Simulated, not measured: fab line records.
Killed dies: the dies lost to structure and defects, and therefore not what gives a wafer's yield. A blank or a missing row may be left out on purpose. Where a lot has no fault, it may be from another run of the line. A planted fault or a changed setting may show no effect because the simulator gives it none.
A lot that was struck, set against a sound lot :: flow gf180mcu :: 15 steps out of a route of 602
Sound: wafers L986.1, L986.3, L986.4. The struck wafers were L990.1, L990.5, L990.6. The cause is named last.
Per side, at each step with rows, come the tool, then ch with its chambers, and then its first start. Under that, the readings that differ: sound wafers :: struck wafers :: difference of the means :: sigmas: that difference in standard deviations of wafers without a fault.
alike: words and numbers the same on both sides, and readings whose means are apart by under 2 such deviations; not compared: readings that were withheld, readings missing a value for some wafer, numbers with overlapping values and no deviation given by the record, and bounds like >300 which may hide the same value.
The two part at a step that has a row with sigmas, a row that says differs or no value, or rows on one side only. Non-overlapping numbers with no deviation appear without sigmas and do not part them. A reading that every wafer of one side lacks parts them only if that side has two wafers or more.

GF_V1_BOW_MEAS_05:
  struck on film-metro-02, day 20 07:51; sound on film-metro-03, day 18 07:47
  alike: V1_BOW
then, 8 steps without rows for these wafers: GF_V1_DEHYDRATE_06 (time 60 s); GF_V1_HMDS_07 (prime time 60 s); GF_V1_COAT_08; GF_V1_COAT_09 (resist thk 1000 nm); GF_V1_SOFTBAKE_10 (time 60 s); GF_V1_EXPOSE_11 (exposes mask Via1, target cd 260 nm); GF_V1_PEB_12 (peb time 90 s); GF_V1_DEVELOP_13 (develop time 60 s).
GF_V1_CD_MEAS_14: target cd 260 nm.
  struck on cd-sem-01, day 21 08:17; sound on cd-sem-02, day 19 08:25
  alike: cd-nm
GF_V1_OVL_MEAS_15:
  struck on overlay-01, day 21 08:24; sound on overlay-01, day 19 08:32
reading: V1_OVL (nm)
sound: -8 -2 -9
struck: -20 -20 -16
difference: -12
sigmas: -2
GF_V1_ETCH_16: etches BARC in N2/H2.
  sound on rie-diel-03 ch 1,2,3, day 19 08:35; struck on rie-diel-01 ch 0,2,3, day 21 08:26
  alike: bias-w, chamber-pressure-mTorr, drypump-motor-current-A, oes-product-au, throttle-valve-pct
GF_V1_ETCH_17: etches SiO2 in C4F8/O2/Ar, stops on TiN, target depth 630 nm.
  sound on rie-diel-03 ch 1,2,3, day 19 08:00; struck on rie-diel-01 ch 0,2,3, day 21 08:00
  no value came back on the struck wafers for bias-w (W), chamber-pressure-mTorr (mTorr), oes-product-au (a.u.); on the sound wafers bias-w (W) reads 1206 1199 1195
GF_V1_STRIP_18: strips in O2/N2.
  sound on plasma-asher-02 ch 0,1, day 19 08:43; struck on plasma-asher-03 ch 0,1, day 21 08:34
reading: oes-product-au (a.u.)
sound: 0.600 0.591 0.598
struck: 0.670 0.666 0.666
difference: +0.071
sigmas: +14
  alike: chamber-pressure-mTorr, drypump-motor-current-A, heater-power-w
  not compared: rf-hours-counter-h
then, 1 step without rows for these wafers: GF_V1_STRIP_19 (strips in post etch residue remover, time 1200 s).

WHERE THEY PART
At GF_V1_OVL_MEAS_15 first; at GF_V1_STRIP_18 last (within this record only).

WHY: what the simulator had put in
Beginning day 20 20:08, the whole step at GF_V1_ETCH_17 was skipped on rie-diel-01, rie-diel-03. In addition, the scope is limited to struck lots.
